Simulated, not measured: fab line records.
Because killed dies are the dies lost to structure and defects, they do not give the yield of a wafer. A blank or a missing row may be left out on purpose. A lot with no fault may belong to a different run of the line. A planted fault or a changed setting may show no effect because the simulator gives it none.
fab line records ; flow gf180mcu ; part 2 of 2: steps 32 to 42 of 42
record: lots: 5; wafers: 15; last_day: 34
route steps=602 shown V2@388 M3@409 V3@429
lots with no fault: from the same line, run without faults
start_h: hours from the record's opening day to when the first of the lot's shown wafers began ; wait_h: time in hours since the lot's previous step ; " unchanged from the row above ; L1.1+2: a single row standing in for several wafers ; - either no value or no given start ; * or withheld: withheld ; < > ~ a bound
route shown NAME@n: a module of which the file shows steps, and the number in the route of the first ; usual: mean and standard deviation over wafers with no fault ; same: alike in all rows ; chamber/n: place in a boat ; sites: the reading at each site ; _std_site: the standard deviation of these ; _edge_site: the outer-site mean with the inner-site mean subtracted ; radius_mm: how far each site lies from the wafer's centre ; mask NAME#n: copy n ; behind: tool/chamber where the wafer was last shaped ; hold: why the lot went on hold/how many hours it stayed there/how the hold came to an end ; device: whichever transistor did not switch (one of n, p or np) ; end of line: at the end of the route, the tests of the same wafers ; for a step that has no rows: nothing shown but its recipe ; killed: dies lost to structure and defects at the first sort, not the wafer's yield ; map: dies across one wafer; x = killed, . = not, _ = none there
set.NAME: the setting the step ran with; set.NAME@STEP: the setting that earlier step ran with ; model.NAME: the simulator's own value behind a step, which no gauge read
lots at selected steps of the route; one table per step, one row per wafer
services: a tool's chamber out of use, with start hour (start_h, from the record's first day; less than 0 if before it), hours out, and reason
== steps ==
step: GF_M3_SOFTBAKE_10
recipe: temp_c: 130; time_s: 60; resist: KrF
same: time_s: 60
lot.wafer;tool;chamber;start_h;wait_h
L078.1+3+6;litho_track-04;0;521.72;0.1
L087.1+2+4;litho_track-03;0;592.06;0.1
L092.1+3+5;litho_track-04;0;622.52;0.1
L094.1+2+3;litho_track-04;0;636.02;0.1
L095.2+3+5;litho_track-02;0;644.47;0.1
step: GF_M3_EXPOSE_11
recipe: mask_id: Metal3; target_cd_nm: 280; na: 0.68; source_shape: conventional; sigma_outer: 0.6; dose_mj: 28
same: na: 0.68
lot.wafer;tool;chamber;start_h;wait_h;mask
L078.1+3+6;krf_scanner-02;0;-;-;Metal3#0
L087.1+2+4;krf_scanner-01;0;-;-;Metal3#0
L092.1+3+5;krf_scanner-02;0;-;-;Metal3#0
L094.1+2+3;krf_scanner-01;0;-;-;Metal3#0
L095.2+3+5;krf_scanner-01;0;-;-;Metal3#0
step: GF_M3_PEB_12
recipe: peb_temp_c: 135; peb_time_s: 90; resist: KrF
lot.wafer;tool;chamber;start_h;wait_h
L078.1+3+6;litho_track-04;0;-;-
L087.1+2+4;litho_track-03;0;-;-
L092.1+3+5;litho_track-02;0;-;-
L094.1+2+3;litho_track-03;0;-;-
L095.2+3+5;litho_track-04;0;-;-
step: GF_M3_DEVELOP_13
recipe: develop_time_s: 60; dev_temp_c: 21
lot.wafer;tool;chamber;start_h;wait_h
L078.1+3+6;litho_track-04;0;533.07;0.2
L087.1+2+4;litho_track-03;0;602.41;0.2
L092.1+3+5;litho_track-02;0;632.90;0.2
L094.1+2+3;litho_track-03;0;645.31;0.2
L095.2+3+5;litho_track-04;0;654.04;0.2
step: GF_M3_CD_MEAS_14
recipe: target_cd_nm: 280
usual: cd_nm: 280.2/1.3
lot.wafer;tool;chamber;start_h;wait_h;cd_nm
L078.1;cd_sem-02;-;533.22;0.1;279.5
L078.3;cd_sem-02;-;533.22;0.1;279.5
L078.6;cd_sem-02;-;533.22;0.1;279.1
L087.1;cd_sem-01;-;602.56;0.1;280.3
L087.2;cd_sem-01;-;602.56;0.1;280.1
L087.4;cd_sem-01;-;602.56;0.1;278.9
L092.1;cd_sem-02;-;633.05;0.1;279.1
L092.3;cd_sem-02;-;633.05;0.1;278.4
L092.5;cd_sem-02;-;633.05;0.1;277.4
L094.1;cd_sem-01;-;645.46;0.1;281.5
L094.2;cd_sem-01;-;645.46;0.1;282.3
L094.3;cd_sem-01;-;645.46;0.1;281.3
L095.2;cd_sem-01;-;654.19;0.1;280.0
L095.3;cd_sem-01;-;654.19;0.1;280.2
L095.5;cd_sem-01;-;654.19;0.1;280.1
step: GF_M3_OVL_MEAS_15
usual: M3_OVL: -2/6.8
lot.wafer;tool;chamber;start_h;wait_h;M3_OVL[nm]
L078.1;overlay-01;-;533.34;0.1;-2
L078.3;overlay-01;-;533.34;0.1;-9
L078.6;overlay-01;-;533.34;0.1;-1
L087.1;overlay-02;-;602.68;0.1;-13
L087.2;overlay-02;-;602.68;0.1;1
L087.4;overlay-02;-;602.68;0.1;-7
L092.1;overlay-02;-;633.17;0.1;9
L092.3;overlay-02;-;633.17;0.1;13
L092.5;overlay-02;-;633.17;0.1;9
L094.1;overlay-02;-;645.58;0.1;-10
L094.2;overlay-02;-;645.58;0.1;-5
L094.3;overlay-02;-;645.58;0.1;-11
L095.2;overlay-01;-;654.29;0.1;-2
L095.3;overlay-01;-;654.29;0.1;2
L095.5;overlay-01;-;654.29;0.1;-4
step: GF_M3_METAL_ETCH_16
recipe: chemistry: Cl2/BCl3; mask_material: KrF; target_depth_nm: 627.5; stop_on: SiO2; pressure_mtorr: 8; icp_w: 800; bias_w: 140; Cl2_flow_sccm: 80; bcl3_flow_sccm: 40; time_s: 104.6
usual: drypump_motor_current_A: 5.7/0.47; oes_product_au: 0.974/0.0062; throttle_valve_pct: 28.248/0.0097
same: time_s: 104.6
lot.wafer;tool;chamber;start_h;wait_h;drypump_motor_current_A;oes_product_au;rf_hours_counter_h;throttle_valve_pct
L078.1;rie_metal-03;0;533.37;0.0;5.9;0.978;3;28.247
L078.3;rie_metal-03;1;533.37;0.0;5.2;0.972;-;28.248
L078.6;rie_metal-03;1;533.37;0.0;5.2;0.974;-;28.237
L087.1;rie_metal-02;1;602.71;0.0;6.5;0.978;3;28.248
L087.2;rie_metal-02;0;602.71;0.0;5.6;0.983;11;28.228
L087.4;rie_metal-02;1;602.71;0.0;6.5;0.977;-;28.245
L092.1;rie_metal-02;0;633.20;0.0;5.6;0.977;12;28.245
L092.3;rie_metal-02;1;633.20;0.0;6.5;0.975;-;28.243
L092.5;rie_metal-02;0;633.20;0.0;5.6;0.970;-;28.246
L094.1;rie_metal-03;0;645.61;0.0;5.9;0.973;6;28.243
L094.2;rie_metal-03;0;645.61;0.0;5.9;0.978;-;28.234
L094.3;rie_metal-03;0;645.61;0.0;5.9;0.972;-;28.259
L095.2;rie_metal-02;0;654.32;0.0;5.6;0.975;12;28.233
L095.3;rie_metal-02;1;654.32;0.0;6.5;0.976;-;28.260
L095.5;rie_metal-02;1;654.32;0.0;6.5;0.975;-;28.248
step: GF_M3_STRIP_17
recipe: chemistry: O2/N2; power_w: 1400; pressure_mtorr: 1500; platen_temp_c: 250; o2_flow_sccm: 3000; n2_flow_sccm: 300; overash_fraction: 0.5
usual: drypump_motor_current_A: 5.8/0.36; heater_power_w: 327/41; o2_flow_sccm: 3000/10; oes_product_au: 0.558/0.0047; strip_time_to_endpoint_s: 7.87/0.033
lot.wafer;tool;chamber;start_h;wait_h;drypump_motor_current_A;heater_power_w;o2_flow_sccm;oes_product_au;rf_hours_counter_h;strip_time_to_endpoint_s
L078.1;plasma_asher-04;1;533.48;0.1;5.4;343;3003;0.554;78;7.91
L078.3;plasma_asher-04;1;533.48;0.1;5.4;356;3006;0.553;-;7.92
L078.6;plasma_asher-04;1;533.48;0.1;5.4;353;2995;0.557;-;7.91
L087.1;plasma_asher-04;0;602.82;0.1;6.0;316;2982;0.556;85;7.87
L087.2;plasma_asher-04;1;602.82;0.1;5.4;359;3016;0.557;85;7.90
L087.4;plasma_asher-04;0;602.82;0.1;6.0;316;2986;0.551;-;7.88
L092.1;plasma_asher-02;0;633.32;0.1;6.1;364;3002;0.562;96;7.87
L092.3;plasma_asher-02;0;633.32;0.1;6.1;358;3000;0.562;-;7.90
L092.5;plasma_asher-02;1;633.32;0.1;5.6;347;3006;0.561;-;7.91
L094.1;plasma_asher-04;1;645.84;0.2;5.4;353;3001;0.551;89;7.86
L094.2;plasma_asher-04;0;645.84;0.2;6.0;310;3008;0.555;89;7.85
L094.3;plasma_asher-04;0;645.84;0.2;6.0;304;3014;0.559;-;7.87
L095.2;plasma_asher-02;0;654.43;0.1;6.1;370;3022;0.551;98;7.84
L095.3;plasma_asher-02;1;654.43;0.1;5.6;345;3011;0.558;-;7.84
L095.5;plasma_asher-02;1;654.43;0.1;5.6;344;3015;0.562;-;7.83
step: GF_M3_STRIP_18
recipe: chemistry: post_etch_residue_remover; time_s: 1200; temp_c: 72.5
same: time_s: 1200
lot.wafer;tool;chamber;start_h;wait_h
L078.1+3+6;wet_bench-02;3;533.58;0.1
L087.1+2+4;wet_bench-03;3;602.92;0.1
L092.1+3+5;wet_bench-03;1;633.42;0.1
L094.1+2+3;wet_bench-02;2;645.94;0.1
L095.2+3+5;wet_bench-04;3;654.53;0.1
step: GF_M3_CLEAN_19
recipe: chemistry: DIW; dry: n2_spin
lot.wafer;tool;chamber;start_h;wait_h
L078.1+3+6;wet_bench-04;0;533.93;0.0
L087.1+2+4;wet_bench-04;2;603.27;0.0
L092.1+3+5;wet_bench-04;0;634.10;0.0
L094.1+2+3;wet_bench-02;1;646.62;0.0
L095.2+3+5;wet_bench-03;2;654.91;0.0
step: GF_V3_CVD_00
recipe: material: SiO2; target_thk_nm: 600; sigma_open_frac: 0.3; temp_c: 400; time_s: 100; sih4_flow_sccm: 60; pressure_mtorr: 6
same: time_s: 100
lot.wafer;tool;chamber;start_h;wait_h
L078.1+3+6;hdpcvd-01;0,2,2;534.02;0.0
L087.1+2+4;hdpcvd-02;1,0,0;603.36;0.0
L092.1+3+5;hdpcvd-01;1,2,1;634.19;0.0
L094.1+2+3;hdpcvd-01;2,1,0;646.80;0.0
L095.2+3+5;hdpcvd-01;2,1,0;655.09;0.0
== services ==
tool;chamber;start_h;hours;kind
krf_scanner-02;-;475.89;0.3;repair
krf_scanner-02;-;478.47;0.8;pm
rie_diel-02;3;482.48;6.8;repair
hdpcvd-01;-;491.59;0.8;repair
pvd_sputter-04;-;494.03;1.6;repair
hdpcvd-01;1;496.15;13.5;repair
krf_scanner-01;-;501.07;2.9;repair
krf_scanner-02;-;505.59;0.9;repair
krf_scanner-01;-;521.71;1.0;pm
wet_bench-04;-;523.98;4.6;repair
rie_diel-02;-;527.52;1.0;repair
krf_scanner-02;-;535.22;1.0;pm
krf_scanner-01;-;541.96;0.8;pm
krf_scanner-02;-;561.41;4.4;pm
plasma_asher-04;-;564.87;0.8;repair
krf_scanner-01;-;573.35;0.8;pm
plasma_asher-04;-;580.37;5.7;repair
krf_scanner-01;-;584.11;1.3;pm
krf_scanner-02;-;585.67;1.3;pm
wet_bench-04;-;615.85;0.8;repair
krf_scanner-01;-;625.61;0.2;repair
wet_bench-04;-;634.41;3.1;repair
krf_scanner-02;-;642.30;2.7;repair
krf_scanner-02;-;647.27;0.8;pm
